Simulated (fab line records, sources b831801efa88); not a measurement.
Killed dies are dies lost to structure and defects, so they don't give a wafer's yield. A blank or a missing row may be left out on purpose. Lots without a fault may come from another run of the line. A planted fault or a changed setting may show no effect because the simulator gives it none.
Which tool did it? | flow sky130 | 12 lots, 36 wafers sampled, at 3 steps of a route of 708

WHAT THE GAUGES READ, wafer by wafer
SKY_NWELL_RS_MEAS_29: measures by four-point-probe.
lot  | measured     | on            | NWELL_RS (ohm/sq)
L485 | day 5 08:11  | film_metro-02 | 621.6 618.0 622.1
L486 | day 5 13:34  | film_metro-04 | 619.0 617.5 619.2
L488 | day 5 22:52  | film_metro-04 | 620.1 620.7 618.8
L490 | day 6 12:57  | film_metro-02 | 619.4 620.3 621.0
L492 | day 7 01:01  | film_metro-02 | 621.3 619.6 620.1
L495 | day 8 03:47  | film_metro-03 | 616.7 619.3 618.5
L497 | day 8 16:35  | film_metro-03 | 618.6 621.9 620.8
L503 | day 10 01:56 | film_metro-03 | 614.5 616.1 615.2
L504 | day 10 06:28 | film_metro-03 | 616.6 614.2 617.1
L505 | day 10 08:11 | film_metro-03 | 614.9 613.5 614.8
L506 | day 11 03:11 | film_metro-03 | 618.7 618.0 618.2
L508 | day 11 12:08 | film_metro-02 | 618.3 618.2 618.3

SKY_CONTACT_OVL_MEAS_15.
lot  | measured     | on         | CONTACT_OVL (nm)
L485 | day 30 23:48 | overlay-01 | 8 1 6
L486 | day 31 14:57 | overlay-01 | -6 -5 1
L488 | day 32 04:45 | overlay-02 | 14 13 16
L490 | day 32 23:06 | overlay-02 | 1 -2 3
L492 | day 33 17:37 | overlay-02 | -3 4 8
L495 | day 35 03:49 | overlay-02 | 2 9 6
L497 | day 35 22:49 | overlay-02 | 3 11 3
L503 | day 37 11:53 | overlay-01 | 8 5 3
L504 | day 37 15:55 | overlay-01 | 0 -1 -7
L505 | day 37 21:33 | overlay-02 | 10 6 9
L506 | day 38 20:19 | overlay-02 | 10 4 5
L508 | day 39 12:16 | overlay-02 | 1 6 4

WHICH TOOL RAN EACH LOT (tool, then ch and the chambers of the sampled wafers, then the start)
lot  | SKY_NWELL_IMPLANT_12
L485 | implanter-01 ch 0, day 4 14:50
L486 | implanter-04 ch 0, day 4 19:28
L488 | implanter-03 ch 0, day 5 04:32
L490 | implanter-04 ch 0, day 5 19:26
L492 | implanter-04 ch 0, day 6 05:38
L495 | implanter-04 ch 0, day 7 07:50
L497 | implanter-01 ch 0, day 7 19:30
L503 | implanter-01 ch 0, day 9 03:55
L504 | implanter-01 ch 0, day 9 08:07
L505 | implanter-01 ch 0, day 9 09:17
L506 | implanter-04 ch 0, day 10 04:18
L508 | implanter-03 ch 0, day 10 12:35
- SKY_NWELL_IMPLANT_12

WHAT THE TOOLS THEMSELVES READ (means of the sampled wafers that have a number; where no wafer has one, the mark that the record gives instead)
SKY_NWELL_IMPLANT_12.
lot  | tool         | beam_on_s (s) | dose_ions_cm2 | faraday_current_uA
L485 | implanter-01 | 10.07         | 1.3010e+12    | 7.29
L486 | implanter-04 | 10.15         | 1.3007e+12    | 7.23
L488 | implanter-03 | 10.00         | 1.3017e+12    | 7.32
L490 | implanter-04 | 9.95          | 1.2998e+12    | 7.39
L492 | implanter-04 | 9.82          | 1.3002e+12    | 7.47
L495 | implanter-04 | 10.13         | 1.3009e+12    | 7.24
L497 | implanter-01 | 10.01         | 1.3000e+12    | 7.31
L503 | implanter-01 | 10.22         | 1.4646e+12    | 8.08
L504 | implanter-01 | 9.97          | 1.4655e+12    | 8.28
L505 | implanter-01 | 9.97          | 1.4639e+12    | 8.25
L506 | implanter-04 | 10.09         | 1.3007e+12    | 7.27
L508 | implanter-03 | 10.05         | 1.3007e+12    | 7.31

THE ANSWER, worked out from the rows above alone
Rule: what is usual is taken from the lots themselves. Put in order of their means at a reading, lots are off if they are a third of the lots or fewer, leave a main group of 4 or more, and stand apart from it by a gap of 3 or more times the standard deviation of the main group's means; of several such gaps the widest counts. A main group whose means are all the same, to the digits that the tables above print for the reading, isn't used. A lot without any number at a reading at which 4 lots or more have one is off too. The other lots that the step has rows for count as sound. The gauges are gone through in route order, then the tools' own readings, and for those a lot's mean is taken as printed above. The first step at which some lot is off is used, and at that step the reading that is off furthest; a lot without a number counts as furthest.
Off: L503, L504, L505, at SKY_NWELL_IMPLANT_12 (dose_ions_cm2). The main group: mean 1.3006e+12, standard deviation 5.4e+08.
A tool fits if, at that step or a process step before it, it ran every lot that is off, and no sound lot after the first of them. One fits: implanter-01 at SKY_NWELL_IMPLANT_12. Its last sound lot is L497 (day 7 19:30), its first lot that is off L503 (day 9 03:55): a fault that began between those two fits.
The tool's own readings at SKY_NWELL_IMPLANT_12 bear it out: on the lots that are off they differ by more than 5 times the standard deviation of the sound lots' means. dose_ions_cm2 reads 1.4647e+12 there against 1.3006e+12 on the sound lots; faraday_current_uA reads 8.20 there against 7.31 on the sound lots.

WHAT THE SIMULATOR HAD PUT IN
Process parameter drift: implanter-01, from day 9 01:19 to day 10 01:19, at SKY_NWELL_IMPLANT_12. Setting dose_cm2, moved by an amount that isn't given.
Lots struck among those shown: L503, L504, L505. The rule above found the same.
